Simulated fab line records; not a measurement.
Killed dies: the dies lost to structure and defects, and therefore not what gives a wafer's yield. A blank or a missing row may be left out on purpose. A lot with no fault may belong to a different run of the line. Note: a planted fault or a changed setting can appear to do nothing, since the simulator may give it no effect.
fab line records	flow sky130
record lots=6	wafers=18	last-day=49
route steps=708 shown SONOS_ONO@176 GATE_OXIDE@187 POLY_GATE@204 PAD_OPEN@708
lots that met no fault: taken from a fault-free run of the same line
start-h: start of the lot's first displayed wafer, in hours after the record's first day	wait-h: hours since the lot's step before	" repeats the value in the row above	L1.1+2: a row that stands for several wafers	- no value, or no start given	* or withheld: withheld	< > ~ a bound
route shown NAME@n: names a module that has steps shown in the file, with the first one's number in the route	usual: mean/standard deviation of fault-free wafers	same: alike in all rows	chamber/n: place in a boat	sites: readings site by site	_std_site: the values' standard deviation	_edge_site: inner sites' mean taken away from outer sites' mean	radius-mm: how far each site lies from the wafer's centre	mask NAME#n: copy n	behind: the tool/chamber that last shaped the wafer	hold: why the lot was held/for how many hours/how that ended	device: the transistor (n, p or np) that didn't switch	end of line: the tests these same wafers got at the end of their route	where a step has no rows: the recipe by itself	killed: dies that structure and defects cost at the first sort, which is not the same as the wafer's yield	map: per-die view of a wafer (x killed, . not killed, _ where there is no die)
set.NAME: the setting that was run; set.NAME@STEP: the one run at that earlier step	model.NAME: the simulator's own value behind a step, which no gauge read
lots seen at some steps along the route; tables by step, rows by wafer
services: when a tool's chamber went out of use (start-h, in hours from the record's first day, below 0 if earlier), for how many hours, and the reason
## steps
# step SKY_SONOS_ONO_COAT_08
# recipe resist=NOVOLAK	spin-rpm=3000	resist-thk-nm=1140
# step SKY_SONOS_ONO_SOFTBAKE_09
# recipe temp-c=90	time-s=60	resist=NOVOLAK
# step SKY_SONOS_ONO_EXPOSE_10
# recipe mask-id=ONOM	target-cd-nm=410	na=0.6	source-shape=conventional	sigma-outer=0.6	dose-mj=150
# step SKY_SONOS_ONO_PEB_11
# recipe temp-c=withheld	time-s=*	resist=NOVOLAK
# step SKY_SONOS_ONO_DEVELOP_12
# recipe develop-time-s=60	dev-temp-c=23
# step SKY_SONOS_ONO_CD_MEAS_13
# recipe target-cd-nm=410
# usual cd-nm=409.5/2.2
lot.wafer	tool	chamber	start-h	wait-h	cd-nm
L881.1	cd-sem-01	-	275.81	0.1	406.2
L881.3	"	-	"	"	409.5
L881.4	"	-	"	"	406.0
L884.2	cd-sem-01	-	295.73	0.1	411.4
L884.5	"	-	"	"	413.3
L884.6	"	-	"	"	411.2
L885.3	cd-sem-02	-	303.54	0.1	409.6
L885.4	"	-	"	"	406.6
L885.6	"	-	"	"	406.8
L886.4	cd-sem-01	-	313.77	0.1	405.3
L886.5	"	-	"	"	405.7
L886.6	"	-	"	"	406.5
L895.1	cd-sem-02	-	390.30	0.1	409.8
L895.4	"	-	"	"	410.2
L895.5	"	-	"	"	409.1
L899.1	cd-sem-02	-	433.75	0.1	407.6
L899.4	"	-	"	"	407.7
L899.5	"	-	"	"	408.9
# step SKY_SONOS_ONO_OVL_MEAS_14
# usual SONOS_ONO_OVL=1.1/1.4
lot.wafer	tool	chamber	start-h	wait-h	SONOS_ONO_OVL[nm]
L881.1	overlay-01	-	275.93	0.1	-1.2
L881.3	"	-	"	"	2.0
L881.4	"	-	"	"	-0.2
L884.2	overlay-01	-	295.84	0.1	-0.7
L884.5	"	-	"	"	0.5
L884.6	"	-	"	"	0.2
L885.3	overlay-02	-	303.64	0.1	0.5
L885.4	"	-	"	"	3.0
L885.6	"	-	"	"	2.3
L886.4	overlay-02	-	313.85	0.1	0.8
L886.5	"	-	"	"	1.2
L886.6	"	-	"	"	1.8
L895.1	overlay-02	-	390.42	0.1	2.1
L895.4	"	-	"	"	2.6
L895.5	"	-	"	"	0.5
L899.1	overlay-01	-	433.87	0.1	3.1
L899.4	"	-	"	"	0.7
L899.5	"	-	"	"	4.2
# step SKY_SONOS_ONO_ETCH_15
# recipe target-depth-nm=19.52	chemistry=CHF3/O2	source-w=600	bias-w=200	pressure-mtorr=40	chf3-flow-sccm=50	O2_flow_sccm=5	time-s=7.8
# usual drypump-motor-current-A=5.8/0.36	oes-product-au=1.003/0.0084	throttle-valve-pct=8.825/0.0096
lot.wafer	tool	chamber	start-h	wait-h	drypump-motor-current-A	oes-product-au	rf-hours-counter-h	throttle-valve-pct
L881.1	rie-diel-04	0	275.97	0.0	5.7	0.997	32	8.827
L881.3	"	3	"	"	5.7	0.996	11	8.813
L881.4	"	2	"	"	6.2	1.011	93	8.822
L884.2	rie-diel-01	3	295.87	0.0	5.3	0.994	4	8.829
L884.5	"	2	"	"	6.1	1.002	-	8.825
L884.6	"	3	"	"	5.3	0.994	-	8.815
L885.3	rie-diel-02	1	303.66	0.0	5.8	1.002	2	8.818
L885.4	"	0	"	"	5.2	1.002	10	8.808
L885.6	"	0	"	"	5.2	1.006	-	8.841
L886.4	rie-diel-02	3	313.87	0.0	5.7	1.013	62	8.822
L886.5	"	0	"	"	5.2	1.004	-	8.828
L886.6	"	1	"	"	5.8	1.000	-	8.835
L895.1	rie-diel-02	3	390.46	0.0	5.7	1.012	64	8.845
L895.4	"	0	"	"	5.2	0.986	12	8.819
L895.5	"	2	"	"	6.4	1.001	-	8.822
L899.1	rie-diel-02	3	433.91	0.0	5.7	1.009	64	8.825
L899.4	"	1	"	"	5.8	1.005	5	8.804
L899.5	"	2	"	"	6.5	0.988	-	8.826
# step SKY_SONOS_ONO_WET_ETCH_16
# recipe chemistry=dHF	target-depth-nm=14	dry=n2-spin	target=SiO2	dilution=100:1	temp-c=25	time-s=280
# step SKY_SONOS_ONO_STRIP_17
# recipe chemistry=O2/N2	power-w=1400	pressure-mtorr=1500	platen-temp-c=withheld	o2-flow-sccm=3000	n2-flow-sccm=300	overash-fraction=0.5
# usual drypump-motor-current-A=5.4/0.42	o2-flow-sccm=3000/9.3	oes-product-au=0.711/0.0044	strip-time-to-endpoint-s=14.10/0.043
lot.wafer	tool	chamber	start-h	wait-h	drypump-motor-current-A	o2-flow-sccm	oes-product-au	rf-hours-counter-h	strip-time-to-endpoint-s
L881.1	plasma-asher-02	0	276.07	0.0	5.4	3005	0.708	59	14.15
L881.3	"	0	"	"	5.4	3009	0.704	-	14.11
L881.4	"	1	"	"	5.7	2997	0.706	-	14.08
L884.2	plasma-asher-02	0	295.98	0.0	5.4	3011	0.716	61	14.11
L884.5	"	1	"	"	5.7	2984	0.705	-	14.11
L884.6	"	0	"	"	5.4	3010	0.709	-	14.11
L885.3	plasma-asher-04	1	303.80	0.0	4.7	3004	0.725	-	14.12
L885.4	"	0	"	"	5.2	3002	0.709	-	14.06
L885.6	"	0	"	"	5.2	2994	0.718	-	14.07
L886.4	plasma-asher-02	0	314.01	0.0	5.4	3012	0.710	-	14.15
L886.5	"	1	"	"	5.7	2993	0.717	-	14.17
L886.6	"	0	"	"	5.4	3000	0.713	-	14.17
L895.1	plasma-asher-04	0	390.57	0.0	5.2	2997	0.711	28	14.12
L895.4	"	1	"	"	4.7	2998	0.709	-	14.08
L895.5	"	1	"	"	4.7	2989	0.714	-	14.10
L899.1	plasma-asher-04	0	434.02	0.0	5.2	3001	0.705	32	14.06
L899.4	"	0	"	"	5.2	3002	0.717	-	14.07
L899.5	"	0	"	"	5.2	3014	0.711	-	14.10
# step SKY_SONOS_ONO_WET_ETCH_18
# recipe chemistry=H3PO4	target-depth-nm=15	target=Si3N4	temp-c=160	time-s=172
# step SKY_GATE_OXIDE_CLEAN_00
# recipe chemistry=SC1/SC2	mix=1:4:20	temp-c=70	time-s=150	dry=n2-spin
# step SKY_GATE_OXIDE_OXIDATION_01
# recipe temp-c=900	ambient=O2	stabilise-s=600	purge-s=300	target-thk-a=102.68	ox-time-s=1473
# usual ox-time-s=1473/0	spike-tc-bottom-C=922.5/1.2
lot.wafer	tool	chamber	start-h	wait-h	ox-time-s	spike-tc-bottom-C	model.SiO2_of_GATE_OXIDE_OXIDATION_01.thk-nm
L881.1	furnace-01	0	277.26	1.0	1473	922.9	10.49
L881.3	"	0	"	"	1473	922.3	10.28
L881.4	"	0	"	"	1473	921.9	10.25
L884.2	furnace-02	0	296.63	0.4	1473	923.6	10.6
L884.5	"	0	"	"	1473	923.1	10.51
L884.6	"	0	"	"	1473	922.6	10.63
L885.3	furnace-02	0	304.36	0.4	1973.8	921.1	12.84
L885.4	"	0	"	"	1973.8	922.0	12.62
L885.6	"	0	"	"	1973.8	922.6	12.8
L886.4	furnace-02	0	314.19	0.0	1973.8	920.9	12.74
L886.5	"	0	"	"	1973.8	920.2	12.74
L886.6	"	0	"	"	1973.8	921.7	12.82
L895.1	furnace-01	0	393.41	2.6	1473	923.0	9.73
L895.4	"	0	"	"	1473	923.5	9.61
L895.5	"	0	"	"	1473	923.2	9.675
L899.1	furnace-01	0	434.22	0.0	1473	921.8	10.25
L899.4	"	0	"	"	1473	923.5	10.34
L899.5	"	0	"	"	1473	921.8	10.3
# step SKY_GATE_OXIDE_THK_MEAS_02
# recipe reads=SiO2_of_GATE_OXIDE_OXIDATION_01
# usual GATE_OXIDE_OXIDATION_00_THK=10.24/0.27
lot.wafer	tool	chamber	start-h	wait-h	GATE_OXIDE_OXIDATION_00_THK[nm]
L881.1	film-metro-02	-	278.67	0.0	10.47
L881.3	"	-	"	"	10.33
L881.4	"	-	"	"	10.24
L884.2	film-metro-01	-	298.05	0.0	10.58
L884.5	"	-	"	"	10.54
L884.6	"	-	"	"	10.68
L885.3	film-metro-04	-	305.78	0.0	12.83
L885.4	"	-	"	"	12.60
L885.6	"	-	"	"	12.83
L886.4	film-metro-04	-	315.63	0.0	12.76
L886.5	"	-	"	"	12.69
L886.6	"	-	"	"	12.80
L895.1	film-metro-02	-	394.82	0.0	9.73
L895.4	"	-	"	"	9.61
L895.5	"	-	"	"	9.68
L899.1	film-metro-04	-	435.63	0.0	10.26
L899.4	"	-	"	"	10.32
L899.5	"	-	"	"	10.34
# step SKY_GATE_OXIDE_DEHYDRATE_03
# recipe temp-c=200	time-s=60
# step SKY_GATE_OXIDE_HMDS_04
# recipe prime-time-s=60	prime-temp-c=120
# step SKY_GATE_OXIDE_COAT_05
# recipe resist=NOVOLAK	spin-rpm=3000	resist-thk-nm=1140
# step SKY_GATE_OXIDE_SOFTBAKE_06
# recipe temp-c=90	time-s=60	resist=NOVOLAK
# step SKY_GATE_OXIDE_EXPOSE_07
# recipe mask-id=LVOM	na=0.6	source-shape=conventional	sigma-outer=0.6	polarization=unpolarized	target-cd-nm=600	dose-mj=170
# step SKY_GATE_OXIDE_PEB_08
# recipe temp-c=withheld	time-s=*	resist=NOVOLAK
# step SKY_GATE_OXIDE_DEVELOP_09
# recipe resist=NOVOLAK	developer=TMAH	develop-time-s=60	dev-temp-c=23
# step SKY_GATE_OXIDE_OVL_MEAS_10
# usual GATE_OXIDE_OVL=-1.5/1.5
lot.wafer	tool	chamber	start-h	wait-h	GATE_OXIDE_OVL[nm]
L881.1	overlay-02	-	303.86	0.1	-2.7
L881.3	"	-	"	"	-3.2
L881.4	"	-	"	"	-1.9
L884.2	overlay-02	-	323.82	0.1	-2.7
L884.5	"	-	"	"	-2.3
L884.6	"	-	"	"	-0.8
L885.3	overlay-02	-	332.12	0.1	-3.0
L885.4	"	-	"	"	-4.1
L885.6	"	-	"	"	-5.1
L886.4	overlay-02	-	341.48	0.1	-2.5
L886.5	"	-	"	"	-1.9
L886.6	"	-	"	"	-3.7
L895.1	overlay-01	-	423.86	0.1	-3.8
L895.4	"	-	"	"	-1.5
L895.5	"	-	"	"	-1.7
L899.1	overlay-01	-	466.45	0.1	-1.4
L899.4	"	-	"	"	-2.1
L899.5	"	-	"	"	-3.1
# step SKY_GATE_OXIDE_IMPLANT_11
# recipe species=B	energy-kev=10	dose-cm2=2.6e+12	tilt-deg=withheld
# step SKY_GATE_OXIDE_WET_ETCH_12
# recipe chemistry=dHF	target-depth-nm=16.8	dry=n2-spin	target=SiO2	dilution=100:1	temp-c=25	time-s=336
# step SKY_GATE_OXIDE_STRIP_13
# recipe chemistry=O2/N2	power-w=1400	pressure-mtorr=1500	platen-temp-c=withheld	o2-flow-sccm=3000	n2-flow-sccm=300	overash-fraction=0.5
# usual drypump-motor-current-A=5.71/0.26	o2-flow-sccm=3001/8.5	oes-product-au=0.716/0.0043	strip-time-to-endpoint-s=14.20/0.04
lot.wafer	tool	chamber	start-h	wait-h	drypump-motor-current-A	o2-flow-sccm	oes-product-au	rf-hours-counter-h	strip-time-to-endpoint-s
L881.1	plasma-asher-03	0	304.16	0.0	6.08	2996	0.718	49	14.16
L881.3	"	0	"	"	6.06	3007	0.719	-	14.12
L881.4	"	1	"	"	5.53	3005	0.718	-	14.16
L884.2	plasma-asher-02	0	324.11	0.0	5.45	2998	0.709	64	14.20
L884.5	"	1	"	"	5.74	2996	0.712	-	14.18
L884.6	"	0	"	"	5.46	2997	0.716	-	14.22
L885.3	plasma-asher-02	0	332.43	0.0	5.45	3004	0.722	-	14.18
L885.4	"	1	"	"	5.73	3002	0.714	-	14.15
L885.6	"	1	"	"	5.73	3015	0.716	-	14.18
L886.4	plasma-asher-02	1	341.79	0.0	5.72	3003	0.709	-	14.19
L886.5	"	1	"	"	5.72	2997	0.717	-	14.23
L886.6	"	0	"	"	5.45	3003	0.710	-	14.18
L895.1	plasma-asher-03	1	424.15	0.0	5.54	3007	0.715	60	14.26
L895.4	"	1	"	"	5.52	3001	0.719	-	14.21
L895.5	"	1	"	"	5.55	3011	0.720	-	14.24
L899.1	plasma-asher-01	0	466.74	0.0	5.44	2990	0.713	74	14.22
L899.4	"	1	"	"	6.02	3011	0.719	-	14.22
L899.5	"	1	"	"	6.03	3006	0.718	-	14.21
# step SKY_GATE_OXIDE_TW_MEAS_14
# usual GATE_OXIDE_TW=224.0/1.6
lot.wafer	tool	chamber	start-h	wait-h	GATE_OXIDE_TW
L881.1	film-metro-01	-	304.26	0.1	223.9
L881.3	"	-	"	"	224.1
L881.4	"	-	"	"	224.6
L884.2	film-metro-04	-	324.22	0.1	220.5
L884.5	"	-	"	"	221.1
L884.6	"	-	"	"	219.4
L885.3	film-metro-04	-	332.52	0.1	222.2
L885.4	"	-	"	"	222.0
L885.6	"	-	"	"	220.5
L886.4	film-metro-02	-	341.89	0.1	224.1
L886.5	"	-	"	"	223.3
L886.6	"	-	"	"	222.6
L895.1	film-metro-01	-	424.25	0.1	220.8
L895.4	"	-	"	"	222.3
L895.5	"	-	"	"	222.5
L899.1	film-metro-02	-	466.84	0.1	225.6
L899.4	"	-	"	"	225.1
L899.5	"	-	"	"	225.6
# step SKY_GATE_OXIDE_CLEAN_15
# recipe chemistry=SC1/SC2	mix=1:4:20	temp-c=70	time-s=150	dry=n2-spin
# step SKY_GATE_OXIDE_OXIDATION_16
# recipe temp-c=800	ambient=O2	idle-temp-c=700	ramp-up-c-per-min=10	ramp-down-c-per-min=3	stabilise-s=600	purge-s=300	target-thk-a=35.7	ox-time-s=1915
# usual ox-time-s=1915/0	spike-tc-bottom-C=823.0/1.2
lot.wafer	tool	chamber	start-h	wait-h	ox-time-s	spike-tc-bottom-C	model.SiO2_of_GATE_OXIDE_OXIDATION_01.thk-nm
L881.1	furnace-01	0	305.04	0.7	1915	825.3	11.8
L881.3	"	0	"	"	1915	822.4	11.63
L881.4	"	0	"	"	1915	823.2	11.6
L884.2	furnace-02	0	324.53	0.2	1915	821.5	11.96
L884.5	"	0	"	"	1915	822.5	11.87
L884.6	"	0	"	"	1915	822.8	11.99
L885.3	furnace-02	0	332.62	0.0	1915	823.6	14.02
L885.4	"	0	"	"	1915	823.6	13.8
L885.6	"	0	"	"	1915	821.1	13.96
L886.4	furnace-02	0	342.25	0.3	1915	821.3	13.96
L886.5	"	0	"	"	1915	823.4	13.95
L886.6	"	0	"	"	1915	824.0	14
L895.1	furnace-02	0	425.70	1.3	1915	821.2	11.13
L895.4	"	0	"	"	1915	821.9	11.07
L895.5	"	0	"	"	1915	822.8	11.11
L899.1	furnace-01	0	468.44	1.5	1915	824.4	11.65
L899.4	"	0	"	"	1915	825.4	11.73
L899.5	"	0	"	"	1915	824.6	11.7
# step SKY_POLY_GATE_CVD_00
# recipe material=poly-Si	target-thk-nm=180	temp-c=620	time-s=720	pressure-mtorr=200
# step SKY_PAD_OPEN_PROBE_99
# usual killed_at_M0_to_M3=42/6.6	killed_at_M4_up=3.0/1.8	killed-at-contacts=25/5.1	killed-at-front-end=15/4.4	killed-at-other=0.3/0.56	killed-dies=86/8.6	killed-open=47/6.9	killed-short=38/6
# same gross-dies=492	killed-at-back-side=0
lot.wafer	tool	chamber	start-h	wait-h	killed_at_M0_to_M3	killed_at_M4_up	killed-at-contacts	killed-at-front-end	killed-at-other	killed-dies	killed-open	killed-short	model.etest.nfet_16v.r-on-ohm-um	model.etest.pfet_16v.r-on-ohm-um	model.etest.tip-sonos.rs-ohm-sq	model.etest.pfet-g5v0d10v5.r-on-ohm-um	model.etest.nfet-g5v0d10v5.r-on-ohm-um	model.etest.nfet-g5v0d10v5.drive-ua-um	model.etest.nfet_05v0_nvt.drive-ua-um	model.etest.pfet-g5v0d10v5.drive-ua-um
L881.1	prober-01	-	1068.47	0.1	42	5	22	13	1	83	45	37	1.417e+04	1.586e+04	2698	4718	1894	593.5	561.9	344.6
L881.3	prober-01	-	1068.57	0.2	46	2	27	17	0	92	55	36	1.416e+04	1.501e+04	2651	4648	1905	599.1	572.7	347.1
L881.4	prober-01	-	1068.62	0.2	38	3	17	20	0	78	50	27	1.406e+04	1.511e+04	2647	4687	1877	602.4	574.6	348.4
L884.2	prober-02	-	1087.41	0.1	40	1	26	14	0	81	48	33	1.419e+04	1.575e+04	2851	4833	1929	584.1	558.3	332.9
L884.5	prober-02	-	1087.56	0.2	48	3	27	5	0	83	44	39	1.418e+04	1.576e+04	2811	4766	1906	593.4	561.4	338.5
L884.6	prober-02	-	1087.61	0.2	53	2	26	15	0	96	59	37	1.417e+04	1.657e+04	2816	4793	1924	580.8	557.8	333
L885.3	prober-01	-	1097.67	0.2	46	2	27	13	1	89	52	37	1.523e+04	1.598e+04	3426	5308	2105	498.8	489.8	294.4
L885.4	prober-01	-	1097.72	0.2	57	2	21	15	0	95	57	37	1.507e+04	1.546e+04	3328	5219	2071	506	491.6	301.5
L885.6	prober-01	-	1097.82	0.2	41	3	18	17	0	79	46	33	1.529e+04	1.585e+04	3361	5385	2116	499.3	483.7	290.6
L886.4	prober-02	-	1100.68	0.2	46	6	22	20	0	94	47	47	1.52e+04	1.576e+04	3282	5143	2043	518.1	499.1	297.8
L886.5	prober-02	-	1100.73	0.2	48	2	28	15	0	93	47	46	1.529e+04	1.58e+04	3333	5268	2067	515.6	495.7	297.4
L886.6	prober-02	-	1100.78	0.2	32	2	19	26	0	79	35	44	1.526e+04	1.591e+04	3341	5207	2047	511.9	493.8	301.7
L895.1	prober-01	-	1154.08	0.1	47	6	17	20	0	90	46	43	1.353e+04	1.492e+04	2498	4699	1847	634.2	603.4	349.2
L895.4	prober-01	-	1154.23	0.2	47	4	20	15	0	86	49	36	1.36e+04	1.503e+04	2492	4734	1830	639.7	602.6	342.8
L895.5	prober-01	-	1154.28	0.2	58	5	14	12	2	91	45	43	1.379e+04	1.561e+04	2516	4716	1832	636.6	602	346.1
L899.1	prober-01	-	1180.65	0.1	41	3	19	14	0	77	36	40	1.413e+04	1.486e+04	2734	4869	1922	600.4	575	334.4
L899.4	prober-01	-	1180.80	0.2	35	4	26	8	0	73	43	30	1.421e+04	1.518e+04	2731	4882	1925	595.6	571	335.7
L899.5	prober-01	-	1180.85	0.2	49	3	26	13	0	91	66	24	1.41e+04	1.5e+04	2746	4802	1908	599.5	574.9	337.6
# killed by level:class
L881.1 CONTACT:geometric-particle:open=13 VIA1:geometric-particle:open=10 METAL1:geometric-particle:short=6 POLY_GATE:geometric-particle:short=5 VIA3:geometric-particle:open=5 METAL2:geometric-particle:short=5 METAL4:geometric-particle:short=5 LI_CONTACT:geometric-particle:open=4
L881.3 CONTACT:geometric-particle:open=13 VIA1:geometric-particle:open=9 LI_CONTACT:geometric-particle:open=8 VIA2:geometric-particle:open=7 FIELD_ISO:geometric-particle:short=5 VIA1:geometric-particle:short=5 VIA2:geometric-particle:short=5 VIA3:geometric-particle:open=5
L881.4 VIA2:geometric-particle:open=11 CONTACT:geometric-particle:open=9 VIA1:geometric-particle:open=8 FIELD_ISO:geometric-particle:short=6 POLY_GATE:geometric-particle:open=5 LI_CONTACT:geometric-particle:open=5 METAL1:geometric-particle:short=5 FIELD_ISO:geometric-particle:open=4
L884.2 LI_CONTACT:geometric-particle:open=9 VIA1:geometric-particle:open=9 CONTACT:geometric-particle:open=8 VIA3:geometric-particle:open=7 POLY_GATE:geometric-particle:short=5 FIELD_ISO:geometric-particle:open=4 METAL3:geometric-particle:short=4 LI_CONTACT:geometric-particle:short=3
L884.5 LI_CONTACT:geometric-particle:open=13 VIA1:geometric-particle:open=12 METAL2:geometric-particle:short=7 VIA3:geometric-particle:open=6 LI_CONTACT:geometric-particle:short=6 VIA1:geometric-particle:short=6 CONTACT:geometric-particle:open=5 METAL1:geometric-particle:short=5
L884.6 VIA1:geometric-particle:open=19 CONTACT:geometric-particle:open=10 LI_CONTACT:geometric-particle:open=9 FIELD_ISO:geometric-particle:short=6 VIA3:geometric-particle:open=6 VIA1:geometric-particle:short=6 METAL1:geometric-particle:short=5 VIA3:geometric-particle:short=4
L885.3 CONTACT:geometric-particle:open=10 VIA3:geometric-particle:open=10 VIA2:geometric-particle:open=8 VIA1:geometric-particle:open=7 LI_CONTACT:geometric-particle:open=6 VIA1:geometric-particle:short=5 METAL3:geometric-particle:short=5 LOCAL_INTERCONNECT:geometric-particle:short=4
L885.4 VIA2:geometric-particle:open=14 VIA1:geometric-particle:open=11 VIA3:geometric-particle:open=9 CONTACT:geometric-particle:open=7 POLY_GATE:geometric-particle:open=6 LOCAL_INTERCONNECT:geometric-particle:short=5 METAL2:geometric-particle:short=5 METAL3:geometric-particle:short=5
L885.6 LI_CONTACT:geometric-particle:open=11 VIA1:geometric-particle:open=9 POLY_GATE:geometric-particle:open=6 VIA1:geometric-particle:short=6 VIA2:geometric-particle:open=6 VIA3:geometric-particle:short=6 FIELD_ISO:geometric-particle:open=5 METAL3:geometric-particle:short=4
L886.4 CONTACT:geometric-particle:open=10 METAL1:geometric-particle:short=7 VIA3:geometric-particle:open=7 VIA1:geometric-particle:open=6 LI_CONTACT:geometric-particle:open=5 VIA2:geometric-particle:open=5 METAL2:geometric-particle:short=5 METAL3:geometric-particle:short=5
L886.5 LI_CONTACT:geometric-particle:open=9 VIA1:geometric-particle:open=9 METAL2:geometric-particle:short=8 CONTACT:geometric-particle:open=7 METAL1:geometric-particle:short=7 VIA3:geometric-particle:open=6 POLY_GATE:geometric-particle:short=5 CONTACT:geometric-particle:short=5
L886.6 VIA3:geometric-particle:open=9 CONTACT:geometric-particle:open=8 FIELD_ISO:geometric-particle:short=6 FIELD_ISO:geometric-particle:open=5 POLY_GATE:geometric-particle:open=5 METAL1:geometric-particle:short=5 VIA1:geometric-particle:short=5 POLY_GATE:geometric-particle:short=4
L895.1 VIA1:geometric-particle:open=8 CONTACT:geometric-particle:open=7 VIA2:geometric-particle:open=7 FIELD_ISO:geometric-particle:open=6 LI_CONTACT:geometric-particle:open=6 VIA1:geometric-particle:short=5 METAL1:geometric-particle:short=5 METAL2:geometric-particle:short=5
L895.4 VIA1:geometric-particle:open=12 CONTACT:geometric-particle:open=9 METAL1:geometric-particle:short=9 VIA1:geometric-particle:short=7 VIA3:geometric-particle:open=7 LI_CONTACT:geometric-particle:open=6 POLY_GATE:geometric-particle:short=5 VIA2:geometric-particle:open=4
L895.5 VIA1:geometric-particle:open=11 CONTACT:geometric-particle:open=7 METAL2:geometric-particle:short=7 VIA1:geometric-particle:short=7 METAL3:geometric-particle:short=7 VIA3:geometric-particle:open=6 VIA2:geometric-particle:open=6 POLY_GATE:geometric-particle:open=5
L899.1 METAL2:geometric-particle:short=9 CONTACT:geometric-particle:open=6 VIA2:geometric-particle:open=6 CONTACT:geometric-particle:short=4 METAL1:geometric-particle:short=4 VIA2:geometric-particle:short=4 VIA1:geometric-particle:open=4 VIA3:geometric-particle:open=4
L899.4 CONTACT:geometric-particle:open=13 LI_CONTACT:geometric-particle:open=8 METAL2:geometric-particle:short=8 VIA1:geometric-particle:open=7 METAL1:geometric-particle:short=5 VIA3:geometric-particle:open=4 CONTACT:geometric-particle:short=3 METAL4:geometric-particle:short=3
L899.5 CONTACT:geometric-particle:open=15 VIA1:geometric-particle:open=11 VIA3:geometric-particle:open=10 LI_CONTACT:geometric-particle:open=7 VIA2:geometric-particle:open=7 FIELD_ISO:geometric-particle:open=6 METAL1:geometric-particle:short=6 VIA3:geometric-particle:short=4
## services
tool	chamber	start-h	hours	kind
rie-diel-01	-	258.28	0.5	repair
rie-diel-02	-	270.88	2.8	pm
rie-diel-02	0	274.09	10.8	repair
rie-diel-01	1	287.59	18.3	repair
rie-diel-01	2	297.04	4.6	repair
plasma-asher-03	-	306.46	2.3	repair
rie-diel-04	-	314.12	15.6	pm
plasma-asher-03	-	320.00	4.3	repair
rie-diel-02	1	321.74	3.2	repair
plasma-asher-04	-	330.72	1.5	repair
rie-diel-04	1	338.74	4.2	repair
rie-diel-04	2	344.36	2.4	repair
plasma-asher-02	-	377.50	4.4	repair
furnace-01	-	381.63	4.3	pm
furnace-01	-	388.94	1.8	pm
rie-diel-04	1	391.93	5.4	repair
rie-diel-02	-	416.76	1.4	repair
plasma-asher-04	-	417.88	3.2	repair
plasma-asher-02	-	421.25	9.0	pm
furnace-01	-	422.08	2.4	pm
rie-diel-02	3	442.73	7.6	repair
rie-diel-02	0	447.35	4.8	repair
plasma-asher-02	-	450.72	2.8	pm
furnace-02	-	467.83	5.6	pm
## key
first-sign step=SKY_GATE_OXIDE_OXIDATION_01	reading=ox-time-s	direction=up	sigmas=99+	usual=*	struck=*
effect step=SKY_GATE_OXIDE_THK_MEAS_02	reading=GATE_OXIDE_OXIDATION_00_THK	direction=up	sigmas=9.3	usual=10.24	struck=12.75
model-effect step=SKY_GATE_OXIDE_OXIDATION_01	value=SiO2_of_GATE_OXIDE_OXIDATION_01.thk-nm	without=10.45	struck=12.76
model-effect step=SKY_GATE_OXIDE_OXIDATION_16	value=SiO2_of_GATE_OXIDE_OXIDATION_01.thk-nm	without=11.8	struck=13.95
model-effect step=SKY_PAD_OPEN_PROBE_99	value=etest.nfet_16v.r-on-ohm-um	without=1.402e+04	struck=1.522e+04
met-at SKY_GATE_OXIDE_OXIDATION_01
struck-wafers L885.3,L885.4,L885.6,L886.4,L886.5,L886.6
tester-left-out L885,L886
onset-between 296.63 304.36
fault kind=process-parameter-drift	tool=furnace-02	chamber=-	onset-h=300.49	steps=SKY_GATE_OXIDE_OXIDATION_01	channel=ox-time-s	offset=*	shape=step	end-h=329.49	acts-in=*	stated=*
# tester-left-out: of these lots the tester's yield and bins aren't shown, on N5 and GAA mostly nor the transistor test; their killed dies are dies lost to structure and defects alone, not to doping, threshold or leakage, so they don't give the yield
